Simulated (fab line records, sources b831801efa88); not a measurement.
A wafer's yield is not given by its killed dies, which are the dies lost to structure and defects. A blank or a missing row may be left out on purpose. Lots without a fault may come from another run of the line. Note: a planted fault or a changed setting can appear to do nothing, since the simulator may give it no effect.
2 desks, one fault ; flow sky130 ; what lay behind the numbers comes last; until then each desk has only its own

== FROM THE METROLOGY DESK ==
Lot by lot, what the gauges showed, no matter which tool ran the lot: averages of those sampled wafers that carry a number. Marked OUT: a lot whose mean sits more than 4 standard deviations from the usual mean, which makes it out of limits; the brackets give that distance.
Columns: A = METAL5_ALCU_RS at SKY_METAL5_RS_MEAS_05, usual 0.0272 ohm/sq
lot;first seen here;A
L527;day 43 04:15;0.0276
L531;day 44 06:09;0.0267
L532;day 44 19:04;0.0276
L533;day 45 10:19;0.0271
L534;day 45 14:46;0.0273
L539;day 46 08:19;0.0270
L545;day 47 21:22;0.0273
L547;day 47 23:50;0.0273
L546;day 48 00:29;0.0273
L550;day 48 15:50;0.0273
This desk's finding: nothing out of limits on any of the 10 lots.

== DESK OF THE TOOL OWNER: rie_metal-03 ==
The tool's own readings at SKY_METAL5_METAL_ETCH_15 (etches the open film in Cl2/BCl3, stops on SiO2, target depth 1260 nm, time 252 s): means of the sampled wafers that have a number, for each lot that ran on this tool. Marked OUT: a lot whose mean sits more than 4 standard deviations from the usual mean, which makes it out of limits; the brackets give that distance.
Columns: A = bias_w at SKY_METAL5_METAL_ETCH_15, usual 48.49 W; B = drypump_motor_current_A at SKY_METAL5_METAL_ETCH_15, usual 5.51 A; C = oes_product_au at SKY_METAL5_METAL_ETCH_15, usual 0.894 a.u.; D = throttle_valve_pct at SKY_METAL5_METAL_ETCH_15, usual 22.265 %
lot;first seen here;A;B;C;D
L531;day 45 04:02;48.49;5.64;0.899;22.258
L533;day 46 07:20;48.59;5.61;0.898;22.259
L534;day 46 10:46;48.53;5.63;0.869 (-4.8) OUT;22.262
L539;day 47 04:56;48.43;5.63;0.867 (-5.0) OUT;22.271
This desk's finding: out of limits on L534, L539; first on L534, day 46 10:46 (oes_product_au at SKY_METAL5_METAL_ETCH_15). L531, L533: within limits.

== TAKEN TOGETHER ==
On L534, L539, at day 46 10:46, an alarm was possible from the tool owner's desk.
Nothing out of limits was seen by the metrology desk.
The metrology desk holds a record of L534, L539, inside its limits.
On rie_metal-03, each named lot ran SKY_METAL5_METAL_ETCH_15.

== WHAT THE SIMULATOR HAD PUT IN ==
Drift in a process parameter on rie_metal-03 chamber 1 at SKY_METAL5_METAL_ETCH_15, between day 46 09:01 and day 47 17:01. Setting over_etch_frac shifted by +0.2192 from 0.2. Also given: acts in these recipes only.
Struck lots among those shown: L534, L539.
Delay in hours, fault start to first out-of-limits reading, by desk: the tool owner's desk at 2.
